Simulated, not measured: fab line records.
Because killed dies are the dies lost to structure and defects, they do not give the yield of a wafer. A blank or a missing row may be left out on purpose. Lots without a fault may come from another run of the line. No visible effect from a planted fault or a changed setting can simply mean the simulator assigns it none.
Problem report, 8D (eight disciplines) form, completed by code -- flow gf180mcu -- the parts of the form that need people (team, actions taken, sign-off) are left out

== 1. PROBLEM STATEMENT ==
VT_IMPLANT_2_TW at GF_VT_IMPLANT_TW_MEAS_21 reads a mean of 1384 on 6 wafers of 2 lots; wafers without a fault read 1216 with a standard deviation of 12. That puts it +14 standard deviations away from the usual mean.
Seen first at day 7 00:40 on filmMetro-01, wafer L814.1. The record holds 39 wafers of 13 lots with a number at this step. Rule for "out", or "out of limits": more than 4 standard deviations from the usual mean. All remaining wafers that have a number are taken as sound.

== 2. WHAT IT IS AND WHAT IT IS NOT ==
question,is,is not
which readings at this step,VT_IMPLANT_2_TW,-
which lots,"L814, L815","L811, L812, L822, L824, L826, L828, L829, L831, L832, L833, L834"
which wafers of those lots,all that have a number,-
read on which gauges,filmMetro-01,"filmMetro-02, filmMetro-03"
when,from day 7 00:40,"up to then (6 sound wafers); but 27 sound wafers of L822, L824, L826, L828, L829, L831, L832, L833, L834 came after"

== 3. SUSPECTS, AND WHAT RULES EACH OUT ==
Counting: a tool at a process step up to the reading stays a suspect if it ran every lot that is out and no sound lot after the first of them.
- the gauge at GF_VT_IMPLANT_TW_MEAS_21: ruled out. All the wafers that are out were read on filmMetro-01, but those of them that GF_VT_IMPLANT_IMPLANT_19 has rows for are out there too, on other tools.
- implanter-01 at GF_VT_IMPLANT_IMPLANT_19: ruled out as a lasting fault. The sound lots L824, L828 went through it after L814, its earliest lot that is out (day 7 00:25).
Left after counting: nothing in the record.

== 4. THE CAUSE (what the simulator had put in) ==
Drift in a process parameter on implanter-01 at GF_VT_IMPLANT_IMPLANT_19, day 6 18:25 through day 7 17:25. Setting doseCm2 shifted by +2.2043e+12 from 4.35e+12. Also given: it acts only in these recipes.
The count ruled it out by mistake, since the rule takes a fault to strike every lot its tool runs from the start of the fault on, and this one did not do so.

== 5. THE CHAIN OF EFFECTS, in route order ==
Each row: a reading whose mean over the struck wafers that have a number lies more than 3 standard deviations from the usual. Scope: only readings with a usual standard deviation given in the record; hours: median across lots of the time from each lot's start at the first step in this table that gives one to its start at this step; sigmas: change in usual standard deviations.
hours,step,reading,usual,on struck wafers,change,sigmas
0,GF_VT_IMPLANT_IMPLANT_19,doseIonsCm2,4.351e+12,6.552e+12,+2.201e+12,+99 or more
0,GF_VT_IMPLANT_IMPLANT_19,faradayCurrentUA,24.5,37.0,+12.5,+27
0,GF_VT_IMPLANT_TW_MEAS_21,VT_IMPLANT_2_TW,1216,1384,+168,+14
The process steps in it:
- GF_VT_IMPLANT_IMPLANT_19
Later measuring or inspecting steps at which every struck wafer that the step has a row for has a number for every such reading, and none has moved that far: GF_VT_IMPLANT_RS_MEAS_48, GF_HV_LDD_OVL_MEAS_08.

== 6. HOW IT WOULD HAVE BEEN CAUGHT EARLIER ==
6 hours passed between the start of the fault at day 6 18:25 and the first reading out of limits at a measuring or inspecting step in this record, taken at day 7 00:40.
At GF_VT_IMPLANT_IMPLANT_19, the tool's own readings (doseIonsCm2, faradayCurrentUA) were out on each struck wafer the step has a row for, so an alarm limit on them would have fired on the first such wafer.
